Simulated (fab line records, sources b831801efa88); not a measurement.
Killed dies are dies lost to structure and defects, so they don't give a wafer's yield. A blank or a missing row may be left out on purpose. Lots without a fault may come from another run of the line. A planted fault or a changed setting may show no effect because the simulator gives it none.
Problem report in the 8D (eight disciplines) form, filled by code | flow gf180mcu | the parts of the form that need people (team, actions taken, sign-off) are left out

1. THE PROBLEM
oes_product_au at GF_V3_STRIP_18 reads a mean of 0.573 a.u. on 6 wafers of 2 lots; wafers without a fault read 0.592 a.u. with a standard deviation of 0.0042. That is -4.6 standard deviations from the usual mean.
The step: strips in O2/N2.
First seen on wafer L978.1, day 27 05:06, on plasma_asher-01. The record holds 36 wafers of 12 lots with a number at this step. Rule for "out", or "out of limits": more than 4 standard deviations from the usual mean. The other wafers with a number count as sound.

2. WHAT IT IS AND WHAT IT IS NOT
question                    | is                     | is not
which readings at this step | oes_product_au         | drypump_motor_current_A, heater_power_w
which lots                  | L978, L979             | L963, L965, L966, L967, L969, L972, L973, L982, L984, L986
which wafers of those lots  | all that have a number | -
read on which tools         | plasma_asher-01        | plasma_asher-02, plasma_asher-03
when                        | from day 27 05:06      | up to then (21 sound wafers); but 9 sound wafers of L982, L984, L986 came after

3. SUSPECTS, AND WHAT RULES EACH OUT
Counting: a tool at a process step up to the reading stays a suspect if it ran every lot that is out and no sound lot after the first of them.
- litho_track-01 at GF_V3_COAT_09 (resist thk 1000 nm): kept. It ran every lot that is out, first L978 (day 26 18:00), and no sound lot after that; its last sound lot up to then is L972 (day 24 14:00).
- plasma_asher-01 at GF_V3_STRIP_18 (strips in O2/N2): ruled out as a lasting fault. Sound lots L982, L986 ran on it after its first lot that is out, L978 (day 27 05:06).
Left after counting: litho_track-01 at GF_V3_COAT_09.

4. THE CAUSE (what the simulator had put in)
Process parameter drift: litho_track-01, from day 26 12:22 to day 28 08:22, at GF_V3_COAT_09. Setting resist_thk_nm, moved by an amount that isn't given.
Counting left only this tool.

5. THE CHAIN OF EFFECTS, in route order
Each row: a reading whose mean over the struck wafers that have a number lies more than 3 standard deviations from the usual. Only readings for which the record gives a usual standard deviation are gone through. hours: the time from each lot's start at the first step in this table that gives one to its start at this step, as a median over the lots. sigmas: the change in usual standard deviations.
hours | step           | reading        | usual      | on struck wafers | change | sigmas
0     | GF_V3_STRIP_18 | oes_product_au | 0.592 a.u. | 0.573            | -0.019 | -4.6
The process steps in it:
- GF_V3_STRIP_18: strips in O2/N2.
Later measuring or inspecting steps at which every struck wafer that the step has a row for has a number for every such reading, and none has moved that far: GF_V3_RS_MEAS_24.

6. WHAT WOULD HAVE CAUGHT IT SOONER
In this record the first reading out of limits was taken at day 27 05:06, 17 hours after the fault began at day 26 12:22.
Of the tool readings at GF_V3_COAT_09 for which the record gives a usual standard deviation, none was out on any struck wafer, so an alarm limit of 4 standard deviations on them would not have fired.
All the lots that are out (2) had begun GF_V3_COAT_09 on litho_track-01 by day 27 05:06. A hold on the tool at that time would have spared none of them.
